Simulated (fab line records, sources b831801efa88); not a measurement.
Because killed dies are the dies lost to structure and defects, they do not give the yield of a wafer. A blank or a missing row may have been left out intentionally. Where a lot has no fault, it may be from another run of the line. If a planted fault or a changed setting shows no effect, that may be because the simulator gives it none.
Chamber matching | flow sky130 | rie diel-02 running SKY_SONOS_ONO_ETCH_15: 4 sister chambers
The step etches the open film in CHF3/O2, target depth 19.52 nm, time 7.8 s. 16 wafers are shown with their chamber, then 8 later ones without.

== WAFERS, EACH WITH ITS CHAMBER ==
wafer  | chamber | oes product au (a.u.) | throttle valve pct (%) | bias w (W)
L692.1 | 2       | 1.033                 | 8.830                  | 199.8
L692.3 | 0       | 1.006                 | 8.816                  | 200.6
L692.6 | 3       | 1.012                 | 8.825                  | 200.0
L695.2 | 2       | 1.020                 | 8.820                  | 199.7
L695.3 | 1       | 0.991                 | 8.833                  | 200.3
L695.6 | 3       | 0.999                 | 8.840                  | 199.2
L696.1 | 3       | 1.008                 | 8.820                  | 199.7
L696.3 | 2       | 1.011                 | 8.844                  | 199.5
L696.4 | 1       | 0.975                 | 8.816                  | 199.6
L698.1 | 0       | 0.996                 | 8.816                  | 199.7
L698.2 | 1       | 0.992                 | 8.829                  | 199.5
L698.3 | 2       | 1.016                 | 8.828                  | 200.3
L706.1 | 0       | 0.980                 | 8.812                  | 200.7
L706.2 | 2       | 1.013                 | 8.826                  | 200.3
L706.3 | 3       | 1.003                 | 8.827                  | 200.2
L707.2 | 1       | 0.986                 | 8.820                  | 198.5

SIGNATURES, as means of the wafers listed above
reading            | chamber 0 | chamber 1 | chamber 2 | chamber 3 | scatter within a chamber
oes product au     | 0.99400   | 0.98600   | 1.01860   | 1.00550   | 0.00879
throttle valve pct | 8.81467   | 8.82450   | 8.82960   | 8.82800   | 0.00779
bias w             | 200.333   | 199.475   | 199.920   | 199.775   | 0.528
Rule: for a wafer and a chamber, the distance is found by dividing, reading by reading, the gap between the wafer's reading and the chamber's mean by the reading's scatter, squaring, summing and taking the root. If the next closest chamber is less than 2 further off than the closest, the wafer can't be placed; otherwise it belongs to the closest. The scatter is the square root of a quotient: the sum, over the shown wafers, of each reading's squared deviation from its chamber's mean, divided by wafers minus chambers.

== WAFERS MISSING THEIR CHAMBER ==
wafer  | oes product au (a.u.) | throttle valve pct (%) | bias w (W)
L707.4 | 1.004                 | 8.848                  | 200.2
L707.6 | 1.020                 | 8.836                  | 200.5
L710.4 | 0.999                 | 8.820                  | 200.2
L710.5 | 0.991                 | 8.824                  | 200.3
L710.6 | 1.013                 | 8.815                  | 200.1
L713.4 | 1.016                 | 8.832                  | 199.9
L713.5 | 1.002                 | 8.826                  | 200.3
L713.6 | 0.998                 | 8.825                  | 201.2

== CHAMBER TAKEN BY EACH ==
wafer  | from the rows above               | in truth
L707.4 | can't be placed: 3 or 2 or 1 or 0 | 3
L707.6 | can't be placed: 2 or 3           | 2
L710.4 | can't be placed: 0 or 3 or 1 or 2 | 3
L710.5 | can't be placed: 0 or 1 or 3      | 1
L710.6 | can't be placed: 3 or 2 or 0 or 1 | 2
L713.4 | can't be placed: 2 or 3           | 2
L713.5 | can't be placed: 3 or 0 or 2 or 1 | 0
L713.6 | can't be placed: 0 or 3 or 2 or 1 | 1
Placed correctly: 0 of 8. Can't be placed from these rows: 8 (the true chamber is among the candidates in 8). Wrongly placed: 0.
